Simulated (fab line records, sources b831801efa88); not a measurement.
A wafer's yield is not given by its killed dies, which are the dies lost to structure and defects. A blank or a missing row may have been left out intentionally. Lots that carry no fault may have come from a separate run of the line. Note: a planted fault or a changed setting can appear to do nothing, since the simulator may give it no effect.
Code-filled problem report in 8D (eight disciplines) form | flow gf180mcu | the parts of the form that need people (team, actions taken, sign-off) are left out

1. THE ISSUE
MIM_ALCU_RS at GF_MIM_RS_MEAS_10 reads a mean of 0.1775 ohm/sq on 2 wafers of 1 lot; wafers without a fault read 0.1605 ohm/sq with a standard deviation of 0.0021. Measured from the usual mean, that is +8.1 standard deviations.
The step: measures by four-point-probe.
First seen on wafer L443.1, day 31 11:55, on film-metro-04. The record holds 30 wafers of 10 lots with a number at this step. Rule for "out" (also "out of limits"): further than 4 standard deviations from the usual mean. Any other wafer with a number is counted as sound.

2. WHAT IT IS, WHAT IT ISN'T
question                    | is                | is not
which readings at this step | MIM_ALCU_RS       | -
which lots                  | L443              | L422, L424, L426, L427, L429, L430, L431, L437, L438
which wafers of those lots  | L443.1, L443.2    | L443.4
read on which gauges        | film-metro-04     | film-metro-02, film-metro-03
when                        | from day 31 11:55 | up to then (28 sound wafers)

3. SUSPECTS, AND WHAT RULES EACH OUT
Counting: a tool at a process step up to the reading stays a suspect if it ran every lot that is out. Sound lots after the first of them don't rule it out here, since some wafers of a struck lot are sound.
- the gauge at GF_MIM_RS_MEAS_10: kept. All the wafers that are out were read on film-metro-04, and no step on other tools shows them out.
- pvd-sputter-01 at GF_V4_SPUTTER_22 (material TiN, target thk 10 nm, time 40 s): kept. It processed L443, the lot that is out, at day 31 10:31, and its most recent sound lot before then was L431 at day 27 23:32.
- pvd-sputter-02 at GF_MIM_SPUTTER_08 (material AlCu, target thk 200 nm, time 10.6 s): kept. It processed L443, the lot that is out, at day 31 11:51, and its most recent sound lot before then was L437 at day 29 22:02.
pvd-sputter-01 at GF_V4_SPUTTER_22, pvd-sputter-02 at GF_MIM_SPUTTER_08 and film-metro-04 at GF_MIM_RS_MEAS_10 are what is left after counting.

4. THE CAUSE (what the simulator had put in)
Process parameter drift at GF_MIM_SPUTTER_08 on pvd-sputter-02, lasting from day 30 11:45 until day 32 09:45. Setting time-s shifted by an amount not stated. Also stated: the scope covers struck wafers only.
Counting left 3 suspects, and this tool is among them.

5. SEQUENCE OF EFFECTS, ordered by route
Each row: a reading whose mean over the struck wafers that have a number lies more than 3 standard deviations from the usual. Readings are gone through only where the record gives a usual standard deviation; hours: the median, over the lots, of the time from a lot's start at the first step in this table giving one to that lot's start at this step; sigmas: the change measured in usual standard deviations.
hours | step                 | reading        | usual         | on struck wafers | change  | sigmas
0     | GF_MIM_RS_MEAS_10    | MIM_ALCU_RS    | 0.1605 ohm/sq | 0.1775           | +0.0170 | +8.1
0     | GF_MIM_THK_MEAS_11   | MIM_ALCU_THK   | 199.7 nm      | 180.6            | -19.1   | -7.1
16    | GF_MIM_METAL_ETCH_19 | oes-product-au | 0.941 a.u.    | 0.903            | -0.037  | -5.3
Its process steps:
- GF_MIM_METAL_ETCH_19: etches the open film in Cl2/BCl3, stops on Si3N4, target depth 324.5 nm, time 54.1 s.
At these later measuring or inspecting steps, every struck wafer for which the step has a row has a number for every such reading, and none has moved that far: GF_M5_OVL_MEAS_08.

6. WHAT WOULD HAVE CAUGHT IT SOONER
In this record the first reading out of limits at a measuring or inspecting step was taken at day 31 11:55, 24 hours after the fault began at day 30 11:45.
Tool readings at GF_MIM_SPUTTER_08 with a usual standard deviation given in the record: none out on any struck wafer, hence no alarm at a limit of 4 standard deviations on them.
Lots out: 1; all had begun GF_MIM_SPUTTER_08 on pvd-sputter-02 by day 31 11:55. None of them would have been spared by holding the tool at that moment.
